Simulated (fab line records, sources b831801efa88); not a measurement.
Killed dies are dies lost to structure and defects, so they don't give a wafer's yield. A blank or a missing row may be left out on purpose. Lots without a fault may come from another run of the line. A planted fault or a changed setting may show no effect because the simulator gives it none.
Split-lot experiment | flow gf180mcu | 5 lots, 23 wafers read, on a route of 602 steps

THE SPLIT
At GF_LVPWELL_COAT_02 (resist thk 3000 nm), the setting spin_rpm was moved away from the recipe's 2000 rpm on 6 of the 23 wafers read, by -3.5% to +2.8%. The other wafers ran this setting at the recipe's value.

The reading is taken at the split's own step.

THE READING
coat_of_LVPWELL_COAT_02.thk_nm (the simulator's own value, which no gauge read), in nm, at GF_LVPWELL_COAT_02 (resist thk 3000 nm). The file gives no usual value for it. The 17 wafers here that ran the recipe average 3002 nm, standard deviation 8.2 nm.

wafer  | tool, chamber at the split | spin_rpm as run, rpm | against the recipe | coat_of_LVPWELL_COAT_02.thk_nm, nm | against lot-mates on the recipe
L074.1 | litho_track-03, 0          | 2000                 | recipe             | 3009                               | -
L074.2 | litho_track-03, 0          | 2000                 | recipe             | 3015                               | -
L074.6 | litho_track-03, 0          | 2000                 | recipe             | 3006                               | -
L078.1 | litho_track-03, 0          | 2000                 | recipe             | 3011                               | -
L078.2 | litho_track-03, 0          | 2000                 | recipe             | 3009                               | -
L078.4 | litho_track-03, 0          | 1929                 | -3.5%              | 3061                               | +51
L078.5 | litho_track-03, 0          | 1929                 | -3.5%              | 3067                               | +57
L078.6 | litho_track-03, 0          | 1929                 | -3.5%              | 3065                               | +55
L080.2 | litho_track-02, 0          | 2000                 | recipe             | 3005                               | -
L080.3 | litho_track-02, 0          | 2000                 | recipe             | 2996                               | -
L080.4 | litho_track-02, 0          | 2000                 | recipe             | 3002                               | -
L080.5 | litho_track-02, 0          | 2000                 | recipe             | 3004                               | -
L080.6 | litho_track-02, 0          | 2000                 | recipe             | 2998                               | -
L081.1 | litho_track-02, 0          | 2000                 | recipe             | 2990                               | -
L081.3 | litho_track-02, 0          | 2000                 | recipe             | 2992                               | -
L081.4 | litho_track-02, 0          | 2000                 | recipe             | 2994                               | -
L081.5 | litho_track-02, 0          | 2000                 | recipe             | 2988                               | -
L081.6 | litho_track-02, 0          | 2000                 | recipe             | 2993                               | -
L085.1 | litho_track-01, 0          | 2055                 | +2.8%              | 2966                               | -44
L085.2 | litho_track-01, 0          | 2055                 | +2.8%              | 2973                               | -37
L085.3 | litho_track-01, 0          | 2000                 | recipe             | 3010                               | -
L085.6 | litho_track-01, 0          | 2000                 | recipe             | 3010                               | -
L085.4 | litho_track-01, 0          | 2055                 | +2.8%              | 2969                               | -41

THE FIT
A straight line over all 23 wafers: coat_of_LVPWELL_COAT_02.thk_nm changes by -15.3 nm for each +1% of spin_rpm; r = -0.95; the points scatter about the line by 8.5 nm.
The same after taking each lot's own level away (the mean of its wafers on the recipe; 23 wafers): -15.1 nm for each +1%; r = -0.99; scatter 2.9 nm.
On that fit, the largest move of spin_rpm shifts the reading by 54 nm.
The lots' own levels span 2991.4 to 3010.0 nm, that is 2.3 times the standard deviation above.
So the lot-to-lot level changes the slope little: the two slopes agree.
Check: with one of the wafers moved furthest among these (-3.5%) left out of the fit, the line predicts +54.7 nm for it against its lot-mates. It came out at +51 nm against them.

OTHER SPLITS ON THESE WAFERS
These wafers also went through other splits before the reading. Each is held against what the fit with the lots' levels taken away leaves over:
other split on the same wafers | wafers away from the commonest value | r with coat_of_LVPWELL_COAT_02.thk_nm (lot level and that fit taken away)
GF_STI_CVD_03 time_s           | 15                                   | +0.02
GF_STI_PEB_10 peb_temp_c       | 7                                    | +0.10
GF_STI_ETCH_14 time_s          | 6                                    | -0.29

THE WHOLE CHAIN: every reading that the file lists as answering this split, in the file's order
step                | what it does       | reading                                                                         | change (the file's fit)              | r (the file's)
GF_LVPWELL_COAT_02  | resist thk 3000 nm | coat_of_LVPWELL_COAT_02.thk_nm (the simulator's own value, which no gauge read) | -15.1 nm for each +1% of the setting | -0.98
GF_LVPWELL_STRIP_10 | strips in O2/N2    | strip_time_to_endpoint_s                                                        | withheld for each +1% of the setting | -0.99

THE FILE'S OWN FIT
coat_of_LVPWELL_COAT_02.thk_nm changes by -15.1 nm for each +1% of spin_rpm, r = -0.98.
